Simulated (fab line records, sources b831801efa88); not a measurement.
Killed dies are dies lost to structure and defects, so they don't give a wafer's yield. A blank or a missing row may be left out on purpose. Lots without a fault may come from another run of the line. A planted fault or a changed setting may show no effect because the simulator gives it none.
Which tool did it? | flow gf180mcu | 12 lots, 36 wafers sampled, at 5 steps of a route of 602

WHAT THE GAUGES READ, wafer by wafer
GF_VT_IMPLANT_OVL_MEAS_18.
lot  | measured     | on         | VT_IMPLANT_01_OVL (nm)
L592 | day 6 11:40  | overlay-02 | 0.3 -0.5 -0.9
L593 | day 6 14:16  | overlay-01 | -0.4 -0.8 0.2
L594 | day 7 01:37  | overlay-02 | -0.6 0.6 1.0
L597 | day 7 22:12  | overlay-01 | 2.5 0.7 1.9
L599 | day 8 13:40  | overlay-02 | -2.1 -1.1 -0.1
L605 | day 9 19:18  | overlay-02 | - - -
L608 | day 10 17:16 | overlay-01 | -1.3 0.0 -1.2
L609 | day 10 23:57 | overlay-01 | -0.1 0.6 -0.8
L610 | day 11 05:07 | overlay-01 | -0.5 -0.6 -1.1
L612 | day 11 15:50 | overlay-02 | -2.3 -2.3 -0.9
L613 | day 11 23:33 | overlay-01 | -1.2 -0.6 1.1
L614 | day 12 04:08 | overlay-01 | 1.1 0.8 -0.7

GF_VT_IMPLANT_TW_MEAS_21.
lot  | measured     | on            | VT_IMPLANT_2_TW
L592 | day 6 11:58  | film_metro-04 | 1212 1212 1213
L593 | day 6 14:34  | film_metro-03 | 1207 1202 1199
L594 | day 7 01:54  | film_metro-04 | 1214 1212 1211
L597 | day 7 22:29  | film_metro-04 | 1212 1218 1214
L599 | day 8 13:56  | film_metro-02 | 1199 1201 1199
L605 | day 9 19:35  | film_metro-04 | 30 30 30
L608 | day 10 17:33 | film_metro-03 | 1216 1209 1202
L609 | day 11 00:14 | film_metro-04 | 1218 1216 1210
L610 | day 11 05:23 | film_metro-04 | 1224 1214 1214
L612 | day 11 16:08 | film_metro-02 | 1209 1204 1202
L613 | day 11 23:50 | film_metro-04 | 1212 1223 1212
L614 | day 12 04:26 | film_metro-02 | 1200 1203 1200

GF_POLY_GATE_CD_MEAS_10: target cd 280 nm.
lot  | measured     | on        | cd_nm (nm)
L592 | day 9 09:21  | cd_sem-01 | 278.9 280.6 278.4
L593 | day 9 11:57  | cd_sem-02 | 277.0 278.5 278.2
L594 | day 10 01:55 | cd_sem-01 | 281.7 281.3 281.7
L597 | day 11 01:49 | cd_sem-02 | 280.7 280.8 280.9
L599 | day 11 21:34 | cd_sem-02 | 278.4 279.5 279.5
L608 | day 14 07:04 | cd_sem-02 | 279.5 280.4 280.8
L609 | day 14 14:33 | cd_sem-02 | 280.1 279.5 279.6
L610 | day 14 19:45 | cd_sem-02 | 279.8 278.7 280.0
L612 | day 15 04:38 | cd_sem-01 | 280.9 280.3 281.6
L613 | day 15 11:37 | cd_sem-02 | 279.2 280.4 280.0
L614 | day 15 17:05 | cd_sem-01 | 279.6 279.6 279.5

GF_HV_LDD_THK_MEAS_55.
lot  | measured     | on            | HV_LDD_CVD_54_THK (nm)
L592 | day 12 14:00 | film_metro-01 | 10.10 10.10 10.17
L593 | day 12 16:51 | film_metro-02 | 10.18 10.24 10.30
L594 | day 13 07:17 | film_metro-01 | 10.00 10.01 10.04
L597 | day 14 15:23 | film_metro-03 | 10.08 10.10 10.08
L599 | day 15 12:50 | film_metro-03 | 10.17 10.18 10.31
L608 | day 18 04:08 | film_metro-01 | 10.01 9.95 9.87
L609 | day 18 12:05 | film_metro-01 | 10.12 10.13 10.01
L610 | day 18 18:07 | film_metro-01 | 9.95 9.89 9.91
L612 | day 19 04:38 | film_metro-02 | 10.19 10.08 10.16
L613 | day 19 11:26 | film_metro-01 | 9.77 9.80 9.68
L614 | day 19 20:34 | film_metro-03 | 9.75 9.79 9.77

WHICH TOOL RAN EACH LOT (tool, then ch and the chambers of the sampled wafers, then the start)
lot  | GF_VT_IMPLANT_EXPOSE_15
L592 | iline_stepper-02 ch 0, day 6 04:31
L593 | iline_stepper-01 ch 0, day 6 07:07
L594 | iline_stepper-02 ch 0, day 6 17:39
L597 | iline_stepper-01 ch 0, day 7 14:19
L599 | iline_stepper-02 ch 0, day 8 05:49
L605 | iline_stepper-02 ch 0, day 9 10:56
L608 | iline_stepper-01 ch 0, day 10 07:47
L609 | iline_stepper-01 ch 0, day 10 14:54
L610 | iline_stepper-02 ch 0, day 10 20:53
L612 | iline_stepper-01 ch 0, day 11 07:37
L613 | iline_stepper-01 ch 0, day 11 15:29
L614 | iline_stepper-01 ch 0, day 11 19:17
- GF_VT_IMPLANT_EXPOSE_15: exposes mask Nwell LV AREA, target cd 860 nm.

WHAT THE TOOLS THEMSELVES READ (means of the sampled wafers that have a number; where no wafer has one, the mark that the record gives instead)
GF_VT_IMPLANT_EXPOSE_15.
lot  | tool             | focus_offset_nm (nm) | stage_vel_mm_s (mm/s)
L592 | iline_stepper-02 | -0.1                 | 499.92
L593 | iline_stepper-01 | -0.0                 | 499.87
L594 | iline_stepper-02 | 0.5                  | 499.98
L597 | iline_stepper-01 | 0.5                  | 500.17
L599 | iline_stepper-02 | -0.4                 | 500.16
L605 | iline_stepper-02 | 0.3                  | 500.12
L608 | iline_stepper-01 | 0.0                  | 500.13
L609 | iline_stepper-01 | 0.2                  | 499.94
L610 | iline_stepper-02 | -0.2                 | 500.08
L612 | iline_stepper-01 | -0.1                 | 500.13
L613 | iline_stepper-01 | 0.4                  | 500.11
L614 | iline_stepper-01 | 0.3                  | 499.99

THE ANSWER, worked out from the rows above alone
Rule: what is usual is taken from the lots themselves. Put in order of their means at a reading, lots are off if they are a third of the lots or fewer, leave a main group of 4 or more, and stand apart from it by a gap of 3 or more times the standard deviation of the main group's means; of several such gaps the widest counts. A main group whose means are all the same, to the digits that the tables above print for the reading, isn't used. A lot without any number at a reading at which 4 lots or more have one is off too. The other lots that the step has rows for count as sound. The gauges are gone through in route order, then the tools' own readings, and for those a lot's mean is taken as printed above. The first step at which some lot is off is used, and at that step the reading that is off furthest; a lot without a number counts as furthest.
Off: L605, at GF_VT_IMPLANT_OVL_MEAS_18 (VT_IMPLANT_01_OVL). Without a number there: L605. The main group: mean -0.3 nm, standard deviation 0.87.
A tool fits if, at a process step before that reading, it ran every lot that is off, and no sound lot after the first of them. The gauges at GF_VT_IMPLANT_OVL_MEAS_18 aren't tried: what is off there is off at GF_VT_IMPLANT_TW_MEAS_21 too, on other tools, and a gauge's error can't cause that. None of those tried fits.

WHAT THE SIMULATOR HAD PUT IN
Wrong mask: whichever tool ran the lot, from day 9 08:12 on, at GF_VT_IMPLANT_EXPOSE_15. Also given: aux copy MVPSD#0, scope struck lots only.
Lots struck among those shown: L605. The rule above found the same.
